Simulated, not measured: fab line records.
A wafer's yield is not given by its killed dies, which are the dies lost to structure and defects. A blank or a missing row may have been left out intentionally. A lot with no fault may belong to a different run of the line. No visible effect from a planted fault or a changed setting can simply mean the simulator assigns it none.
fab line records ; flow sky130 ; part 2 of 2: steps 24 to 33 of 33
record: lots: 5; wafers: 15; last_day: 50
route steps=708 shown RES_PROTECT@209 POLY_GATE@213 LDD_N@237
lots with no fault: from the same line, run without faults
start_h: hours from the record's opening day to when the first of the lot's shown wafers began ; wait_h: hours from the lot's prior step to this one ; " repeats the value in the row above ; L1.1+2: a row that stands for several wafers ; - no value, or no start given ; * or withheld: withheld ; < > ~ a bound
route shown NAME@n: a module of which the file shows steps, and the number in the route of the first ; usual: the fault-free wafers' mean and standard deviation ; same: alike in all rows ; chamber/n: place in a boat ; sites: readings site by site ; _std_site: the values' standard deviation ; _edge_site: the outer-site mean with the inner-site mean subtracted ; radius_mm: how far each site lies from the wafer's centre ; mask NAME#n: copy n ; behind: the tool/chamber that last shaped the wafer ; hold: why the lot was held/for how many hours/how that ended ; device: the n, p or np transistor that did not switch ; end of line: the tests these same wafers got at the end of their route ; a step without rows: its recipe alone ; killed: the dies lost at the first sort to structure and to defects; this is not the yield of the wafer ; map: per-die view of a wafer (x killed, . not killed, _ where there is no die)
set.NAME: the run value of the setting; set.NAME@STEP: its run value at that earlier step ; model.NAME: the simulator's own value behind a step, which no gauge read
lots at some steps of the route; a table a step, a row a wafer
services: the hour from which a tool's chamber was out of use, counted from the record's first day as start_h (under 0 if before that day), plus the number of hours and why
== steps ==
step: SKY_POLY_GATE_STRIP_18
recipe: chemistry: O2/N2; power_w: 1400; pressure_mtorr: 1500; platen_temp_c: withheld; o2_flow_sccm: 3000; n2_flow_sccm: 300; overash_fraction: 0.5
usual: drypump_motor_current_A: 6.0/0.44; n2_flow_sccm: 300.0/0.86; oes_product_au: 0.361/0.0051; strip_time_to_endpoint_s: 3.16/0.047
lot.wafer;tool;chamber;start_h;wait_h;drypump_motor_current_A;n2_flow_sccm;oes_product_au;rf_hours_counter_h;strip_time_to_endpoint_s
L075.1;plasma_asher-03;0;390.44;0.0;6.3;300.0;0.368;56;3.25
L075.4;plasma_asher-03;1;390.44;0.0;6.5;299.7;0.366;-;3.25
L075.5;plasma_asher-03;0;390.44;0.0;6.3;300.3;0.360;-;3.24
L089.1;plasma_asher-03;0;500.60;0.0;6.3;298.4;0.362;67;3.20
L089.4;plasma_asher-03;1;500.60;0.0;6.5;298.8;0.366;-;3.19
L089.5;plasma_asher-03;1;500.60;0.0;6.5;299.7;0.364;-;3.22
L091.1;plasma_asher-02;0;518.95;0.0;5.7;299.8;0.369;8;3.14
L091.3;plasma_asher-02;1;518.95;0.0;6.1;300.0;0.361;-;3.19
L091.5;plasma_asher-02;1;518.95;0.0;6.1;298.9;0.368;-;3.16
L094.3;plasma_asher-02;1;542.78;0.1;6.1;298.6;0.356;-;3.06
L094.5;plasma_asher-02;0;542.78;0.1;5.7;301.0;0.357;-;3.09
L094.6;plasma_asher-02;1;542.78;0.1;6.1;299.2;0.359;-;3.08
L097.1;plasma_asher-01;1;563.53;0.0;5.7;300.3;0.362;43;3.18
L097.5;plasma_asher-01;0;563.53;0.0;5.2;300.0;0.358;-;3.16
L097.6;plasma_asher-01;1;563.53;0.0;5.7;298.7;0.363;-;3.24
step: SKY_POLY_GATE_CLEAN_19
recipe: chemistry: SC1/SC2; mix: 1:4:20; temp_c: 70; time_s: 150; dry: n2_spin
lot.wafer;tool;chamber;start_h;wait_h
L075.1+4+5;wet_bench-02;3;390.54;0.1
L089.1+4+5;wet_bench-02;1;500.70;0.1
L091.1+3+5;wet_bench-02;1;519.05;0.1
L094.3+5+6;wet_bench-01;3;542.85;0.0
L097.1+5+6;wet_bench-01;3;563.63;0.1
step: SKY_POLY_GATE_OXIDATION_20
recipe: temp_c: 850; ambient: O2; stabilise_s: 600; purge_s: 300; target_thk_a: 40; ox_time_s: 899
usual: spike_tc_centre_C: 850.6/1.2; zone_power_lower_pct: 17.2/0.72
lot.wafer;tool;chamber;start_h;wait_h;spike_tc_centre_C;zone_power_lower_pct
L075.1;furnace-02;0;391.70;1.1;850.5;17.9
L075.4;furnace-02;0;391.70;1.1;850.8;17.9
L075.5;furnace-02;0;391.70;1.1;850.0;18.1
L089.1;furnace-01;0;500.75;0.0;851.9;16.5
L089.4;furnace-01;0;500.75;0.0;850.8;16.3
L089.5;furnace-01;0;500.75;0.0;851.3;16.5
L091.1;furnace-01;0;519.10;0.0;851.7;16.7
L091.3;furnace-01;0;519.10;0.0;849.9;16.5
L091.5;furnace-01;0;519.10;0.0;852.3;16.4
L094.3;furnace-02;0;544.11;1.2;849.4;18.1
L094.5;furnace-02;0;544.11;1.2;850.1;17.9
L094.6;furnace-02;0;544.11;1.2;847.8;17.7
L097.1;furnace-01;0;564.48;0.8;851.6;16.7
L097.5;furnace-01;0;564.48;0.8;850.9;16.6
L097.6;furnace-01;0;564.48;0.8;852.0;16.7
step: SKY_POLY_GATE_THK_MEAS_21
recipe: reads: SiO2_of_POLY_GATE_OXIDATION_20
usual: POLY_GATE_OXIDATION_THK: 3.99/0.074
lot.wafer;tool;chamber;start_h;wait_h;POLY_GATE_OXIDATION_THK[nm]
L075.1;film_metro-04;-;392.95;0.0;3.99
L075.4;film_metro-04;-;392.95;0.0;3.92
L075.5;film_metro-04;-;392.95;0.0;3.93
L089.1;film_metro-02;-;502.00;0.0;4.09
L089.4;film_metro-02;-;502.00;0.0;3.91
L089.5;film_metro-02;-;502.00;0.0;3.97
L091.1;film_metro-01;-;520.35;0.0;4.04
L091.3;film_metro-01;-;520.35;0.0;3.98
L091.5;film_metro-01;-;520.35;0.0;3.99
L094.3;film_metro-02;-;545.38;0.0;4.01
L094.5;film_metro-02;-;545.38;0.0;4.03
L094.6;film_metro-02;-;545.38;0.0;3.99
L097.1;film_metro-04;-;565.73;0.0;4.05
L097.5;film_metro-04;-;565.73;0.0;4.00
L097.6;film_metro-04;-;565.73;0.0;3.93
step: SKY_POLY_GATE_CD_MEAS_22
usual: cd_nm: 148/3.5
lot.wafer;tool;chamber;start_h;wait_h;cd_nm
L075.1;cd_sem-02;-;393.01;0.1;149
L075.4;cd_sem-02;-;393.01;0.1;148
L075.5;cd_sem-02;-;393.01;0.1;151
L089.1;cd_sem-02;-;502.06;0.1;145
L089.4;cd_sem-02;-;502.06;0.1;149
L089.5;cd_sem-02;-;502.06;0.1;147
L091.1;cd_sem-02;-;520.41;0.1;146
L091.3;cd_sem-02;-;520.41;0.1;154
L091.5;cd_sem-02;-;520.41;0.1;148
L094.3;cd_sem-01;-;545.48;0.1;148
L094.5;cd_sem-01;-;545.48;0.1;146
L094.6;cd_sem-01;-;545.48;0.1;148
L097.1;cd_sem-01;-;565.79;0.1;148
L097.5;cd_sem-01;-;565.79;0.1;146
L097.6;cd_sem-01;-;565.79;0.1;152
step: SKY_LDD_N_DEHYDRATE_00
recipe: temp_c: 200; time_s: 60
usual: exhaust_pa: 45.0/0.94; plate_temp_C: 200.04/0.15
lot.wafer;tool;chamber;start_h;wait_h;exhaust_pa;plate_temp_C
L075.1;litho_track-04;0;407.37;14.3;46.3;200.03
L075.4;litho_track-04;0;407.37;14.3;45.8;200.39
L075.5;litho_track-04;0;407.37;14.3;46.2;200.25
L089.1;litho_track-04;0;516.92;14.8;45.0;200.03
L089.4;litho_track-04;0;516.92;14.8;44.5;199.97
L089.5;litho_track-04;0;516.92;14.8;44.4;199.89
L091.1;litho_track-01;0;534.84;14.4;46.2;199.80
L091.3;litho_track-01;0;534.84;14.4;44.5;200.29
L091.5;litho_track-01;0;534.84;14.4;45.0;199.98
L094.3;litho_track-03;0;559.91;14.4;43.9;200.17
L094.5;litho_track-03;0;559.91;14.4;45.4;200.34
L094.6;litho_track-03;0;559.91;14.4;44.6;200.26
L097.1;litho_track-01;0;580.04;14.2;43.9;200.01
L097.5;litho_track-01;0;580.04;14.2;44.7;199.84
L097.6;litho_track-01;0;580.04;14.2;44.9;199.99
step: SKY_LDD_N_HMDS_01
recipe: prime_time_s: 60; prime_temp_c: 120
usual: exhaust_pa: 45.0/1
same: prime_time_s: 60
lot.wafer;tool;chamber;start_h;wait_h;exhaust_pa
L075.1;litho_track-04;0;407.52;0.1;45.1
L075.4;litho_track-04;0;407.52;0.1;44.5
L075.5;litho_track-04;0;407.52;0.1;44.8
L089.1;litho_track-04;0;517.07;0.1;46.6
L089.4;litho_track-04;0;517.07;0.1;45.3
L089.5;litho_track-04;0;517.07;0.1;45.9
L091.1;litho_track-01;0;534.99;0.1;46.2
L091.3;litho_track-01;0;534.99;0.1;46.8
L091.5;litho_track-01;0;534.99;0.1;46.5
L094.3;litho_track-03;0;560.06;0.1;44.7
L094.5;litho_track-03;0;560.06;0.1;45.0
L094.6;litho_track-03;0;560.06;0.1;43.8
L097.1;litho_track-01;0;580.19;0.1;45.1
L097.5;litho_track-01;0;580.19;0.1;45.5
L097.6;litho_track-01;0;580.19;0.1;45.5
step: SKY_LDD_N_COAT_02
recipe: resist: NOVOLAK; spin_rpm: 3000; resist_thk_nm: 300
usual: exhaust_pa: 44.7/1; spin_speed_rpm: 3000.0/1.9
lot.wafer;tool;chamber;start_h;wait_h;exhaust_pa;spin_speed_rpm
L075.1;litho_track-04;0;407.67;0.1;43.6;3002.7
L075.4;litho_track-04;0;407.67;0.1;43.6;2999.1
L075.5;litho_track-04;0;407.67;0.1;43.2;3002.3
L089.1;litho_track-04;0;517.22;0.1;44.0;2999.4
L089.4;litho_track-04;0;517.22;0.1;44.4;2999.8
L089.5;litho_track-04;0;517.22;0.1;45.5;2999.2
L091.1;litho_track-01;0;535.14;0.1;43.7;2998.1
L091.3;litho_track-01;0;535.14;0.1;44.3;3000.3
L091.5;litho_track-01;0;535.14;0.1;44.7;2999.5
L094.3;litho_track-03;0;560.21;0.1;44.8;3000.8
L094.5;litho_track-03;0;560.21;0.1;45.2;2999.2
L094.6;litho_track-03;0;560.21;0.1;45.8;2996.9
L097.1;litho_track-01;0;580.34;0.1;45.4;2998.6
L097.5;litho_track-01;0;580.34;0.1;45.7;2999.6
L097.6;litho_track-01;0;580.34;0.1;46.7;3003.2
step: SKY_LDD_N_SOFTBAKE_03
recipe: temp_c: 90; time_s: 60; resist: NOVOLAK
usual: exhaust_pa: 44.9/0.99; plate_temp_C: 89.96/0.13
lot.wafer;tool;chamber;start_h;wait_h;exhaust_pa;plate_temp_C
L075.1;litho_track-04;0;407.82;0.1;45.8;89.97
L075.4;litho_track-04;0;407.82;0.1;44.8;90.20
L075.5;litho_track-04;0;407.82;0.1;44.4;89.95
L089.1;litho_track-04;0;517.37;0.1;44.2;89.85
L089.4;litho_track-04;0;517.37;0.1;44.7;90.12
L089.5;litho_track-04;0;517.37;0.1;44.4;89.97
L091.1;litho_track-01;0;535.29;0.1;46.7;89.98
L091.3;litho_track-01;0;535.29;0.1;46.0;90.04
L091.5;litho_track-01;0;535.29;0.1;46.2;89.86
L094.3;litho_track-03;0;560.36;0.1;44.4;90.02
L094.5;litho_track-03;0;560.36;0.1;46.4;89.92
L094.6;litho_track-03;0;560.36;0.1;44.8;89.95
L097.1;litho_track-01;0;580.49;0.1;45.4;90.00
L097.5;litho_track-01;0;580.49;0.1;46.2;89.99
L097.6;litho_track-01;0;580.49;0.1;46.3;90.00
step: SKY_LDD_N_EXPOSE_04
recipe: mask_id: NTM; target_cd_nm: 840; na: 0.6; source_shape: conventional; sigma_outer: 0.6; dose_mj: 110
same: na: 0.6
lot.wafer;tool;chamber;start_h;wait_h;mask
L075.1+4+5;iline_stepper-01;0;-;-;NTM#0
L089.1+4+5;iline_stepper-02;0;-;-;NTM#0
L091.1+3+5;iline_stepper-01;0;-;-;NTM#0
L094.3+5+6;iline_stepper-01;0;-;-;NTM#0
L097.1+5+6;iline_stepper-02;0;-;-;NTM#0
== services ==
tool;chamber;start_h;hours;kind
krf_scanner-02;-;323.02;0.4;repair
rie_diel-04;1;324.44;7.7;repair
wet_bench-03;-;326.10;1.4;repair
krf_scanner-02;-;330.32;1.3;pm
krf_scanner-02;-;336.13;0.5;repair
krf_scanner-02;-;341.52;1.0;pm
furnace-01;-;350.55;4.0;repair
iline_stepper-01;-;362.17;1.7;pm
plasma_asher-03;-;368.85;0.5;repair
furnace-01;-;375.03;4.2;pm
plasma_asher-03;-;380.14;2.0;repair
rie_diel-01;3;403.77;10.8;repair
plasma_asher-02;-;405.66;4.3;pm
rie_diel-04;2;410.95;5.6;repair
rie_diel-01;0;413.78;16.3;repair
iline_stepper-02;-;415.56;1.7;pm
plasma_asher-02;-;421.25;9.0;pm
iline_stepper-01;-;426.43;1.4;repair
rie_diel-01;3;444.09;7.1;repair
rie_diel-04;0;445.24;3.8;repair
lpcvd-02;-;462.31;3.0;repair
wet_bench-03;-;552.47;1.4;repair
iline_stepper-01;-;563.19;2.1;pm
iline_stepper-01;-;580.40;1.7;pm
